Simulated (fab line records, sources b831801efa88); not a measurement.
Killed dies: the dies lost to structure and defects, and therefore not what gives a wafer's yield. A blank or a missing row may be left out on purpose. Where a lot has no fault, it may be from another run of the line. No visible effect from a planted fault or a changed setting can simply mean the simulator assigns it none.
Matching of chambers :: flow gf180mcu :: 3 sister chambers for GF_V2_CVD_02 on pecvd-04
The step deposits SiO2 from TEOS, target thk 850 nm, time 94.851 s. 3 wafers are shown with their chamber, then 12 later ones without.

## WAFERS, EACH WITH ITS CHAMBER
wafer: L089.2
chamber: 2
heaterPowerW (W): 713

wafer: L090.3
chamber: 1
heaterPowerW (W): 540

wafer: L090.5
chamber: 0
heaterPowerW (W): 701

## WAFERS WHOSE CHAMBER IS MISSING
wafer: L094.2
heaterPowerW (W): 647

wafer: L094.4
heaterPowerW (W): 698

wafer: L094.5
heaterPowerW (W): 772

wafer: L095.1
heaterPowerW (W): 684

wafer: L095.2
heaterPowerW (W): 633

wafer: L095.3
heaterPowerW (W): 723

wafer: L095.4
heaterPowerW (W): 513

wafer: L095.5
heaterPowerW (W): 778

wafer: L095.6
heaterPowerW (W): 726

wafer: L096.2
heaterPowerW (W): 760

wafer: L096.5
heaterPowerW (W): 705

wafer: L096.6
heaterPowerW (W): 793

## CHAMBER TAKEN BY EACH
wafer: L094.2
from the rows above: can't be placed: 0 or 2 or 1
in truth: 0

wafer: L094.4
from the rows above: can't be placed: 0 or 2
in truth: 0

wafer: L094.5
from the rows above: can't be placed: 2 or 0
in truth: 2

wafer: L095.1
from the rows above: can't be placed: 0 or 2
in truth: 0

wafer: L095.2
from the rows above: can't be placed: 0 or 2 or 1
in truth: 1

wafer: L095.3
from the rows above: can't be placed: 2 or 0
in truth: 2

wafer: L095.4
from the rows above: 1
in truth: 1

wafer: L095.5
from the rows above: can't be placed: 2 or 0
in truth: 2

wafer: L095.6
from the rows above: can't be placed: 2 or 0
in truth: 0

wafer: L096.2
from the rows above: can't be placed: 2 or 0
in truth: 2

wafer: L096.5
from the rows above: can't be placed: 0 or 2
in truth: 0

wafer: L096.6
from the rows above: can't be placed: 2 or 0
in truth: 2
Placed correctly: 1 of 12. Cannot be placed on the basis of these rows: 11; the candidates contain the true chamber in 11. Wrongly placed: 0.
How it was worked out, from the rows above alone: a wafer's distance from a chamber is the root of the sum, over the readings, of the square of ((its reading less the chamber's mean) divided by the reading's scatter). The wafer belongs to the nearest chamber; if the next one is less than 2 further off, it can't be placed. The mean given for a chamber averages the wafers shown for that chamber. The scatter: root of mean squared gap, hidden wafer to nearest shown wafer, with one shown wafer a chamber.
